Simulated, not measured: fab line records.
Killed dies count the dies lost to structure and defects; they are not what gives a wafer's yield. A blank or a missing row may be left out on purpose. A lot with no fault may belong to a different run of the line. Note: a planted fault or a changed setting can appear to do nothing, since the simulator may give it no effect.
A lot that was struck, set against a sound lot | flow sky130 | 15 steps out of a route of 708
Sound: wafers L390.1, L390.3, L390.4. Struck: wafers L398.3, L398.4, L398.6. Last of all comes the cause.
At each step with rows: each side's tool, then ch and its chambers, then its first start. Under that, the readings that differ: sound wafers | struck wafers | difference of the means | sigmas: that difference in standard deviations of wafers without a fault.
alike: readings with means less than 2 such deviations apart, plus words and numbers identical on both sides. not compared: withheld readings, readings lacking a value on some wafer, bounds such as >300 that could conceal the same value, and numbers that have no deviation in the record and whose values overlap.
The two part at a step that has a row with sigmas, a row that says differs or no value, or rows on one side only. When numbers do not overlap yet have no deviation, they are printed without sigmas and do not part them. Lack of a reading on every wafer of one side parts them only where that side has two or more wafers.

first, 1 step without rows for these wafers: SKY_METAL5_CLEAN_19 (cleans in O3/DIW).
SKY_PASSIVATION_CVD_00: deposits SiO2, target thk 90 nm.
  sound on pecvd-01 ch 0,1,2, day 44 13:18; struck on pecvd-01 ch 0,2, day 46 13:53
  alike: heater power w
SKY_PASSIVATION_THK_MEAS_01:
  sound: film metro-01 at day 44 13:19; struck: film metro-01 at day 46 13:55
  alike: PASSIVATION_CVD_00_THK
SKY_PASSIVATION_CVD_02: deposits Si3N4, target thk 540 nm.
  sound on pecvd-03 ch 1,2, day 44 13:23; struck on pecvd-03 ch 0,1,2, day 46 13:58
  alike: heater power w
SKY_PASSIVATION_THK_MEAS_03:
  sound: film metro-01 at day 44 13:37; struck: film metro-04 at day 46 14:13
  alike: PASSIVATION_CVD_02_THK
then, 7 steps without rows for these wafers: SKY_PASSIVATION_DEHYDRATE_04 (time 60 s); SKY_PASSIVATION_HMDS_05 (prime time 60 s); SKY_PASSIVATION_COAT_06 (resist thk 3000 nm); SKY_PASSIVATION_SOFTBAKE_07; SKY_PASSIVATION_EXPOSE_08 (exposes mask NSM, target cd 3000 nm); SKY_PASSIVATION_PEB_09; SKY_PASSIVATION_DEVELOP_10 (develop time 60 s).
SKY_PASSIVATION_ETCH_11: etches the open film in CF4/O2, stops on AlCu, target depth 725 nm, time 161.1 s.
  sound on rie diel-02 ch 0,2,3, day 45 10:18; struck on rie diel-04 ch 0,2, day 47 10:07
  reading                                       | sound             | struck            | difference | sigmas
  oes product au (a.u.)                         | 0.973 0.986 0.983 | 0.915 0.914 0.908 | -0.068     | -10
  rf fwd power W (W)                            | 792.8 793.4 798.7 | 671.9 666.7 666.7 | -126.5     | -49
  throttle valve pct (%)                        | 5.961 5.975 5.969 | 5.937 5.945 5.952 | -0.024     | -3
  model.PASSIVATION.feature depth nm (nm)       | 701.5 709.9 713   | 634.3 622.6 619.8 | -82.6      |
  model.etch.depth nm (nm)                      | 701.5 709.9 713   | 634.3 622.6 619.8 | -82.6      |
  model.coat_of_PASSIVATION_COAT_06.thk nm (nm) | 2516 2505 2529    | 2579 2584 2587    | +67        |
  alike: O2_flow_sccm, drypump motor current A
  not compared: rf hours counter h
SKY_PASSIVATION_STRIP_12: strips in O2/N2.
  sound on plasma asher-02 ch 0,1, day 45 10:24; struck on plasma asher-04 ch 0,1, day 47 10:16
  reading                      | sound             | struck            | difference | sigmas
  strip time to endpoint s (s) | 31.53 31.38 31.67 | 32.24 32.29 32.32 | +0.76      | +6
  alike: drypump motor current A, oes product au
  not compared: rf hours counter h
SKY_PAD_OPEN_PROBE_99:
  sound: prober-01 at day 46 09:41; struck: prober-01 at day 48 07:58
  reading                  | sound          | struck         | difference | sigmas
  defect limited yield (%) | 84.3 80.9 81.3 | 0 0 0          | -82        | -43
  killed at other          | 0 0 0          | 396 411 418    | +408       | +99 or more
  killed dies              | 77 94 92       | 492 492 492    | +404       | +44
  killed on rim            | 18 15 22       | 96 96 96       | +78        | +20
  sort_bin_5_function (%)  | 9.8 11.2 10.4  | 92.3 92.3 94.5 | +82.6      | +55
  sort n pass              | 415 398 400    | 0 0 0          | -404       | -44
  sort yield pct (%)       | 84.3 80.9 81.3 | 0 0 0          | -82        | -43
  alike: killed_at_M0_to_M3, killed_at_M4_up, killed at contacts, killed at front end, killed open, killed short, sort_bin_3_pad_short, sort_bin_6_memory

WHERE THEY PART
First at SKY_PASSIVATION_ETCH_11; last, within this record, at SKY_PAD_OPEN_PROBE_99.

WHY: whatever the simulator had introduced
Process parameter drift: rie diel-04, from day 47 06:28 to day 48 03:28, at SKY_PASSIVATION_ETCH_11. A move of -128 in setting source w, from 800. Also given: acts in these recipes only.
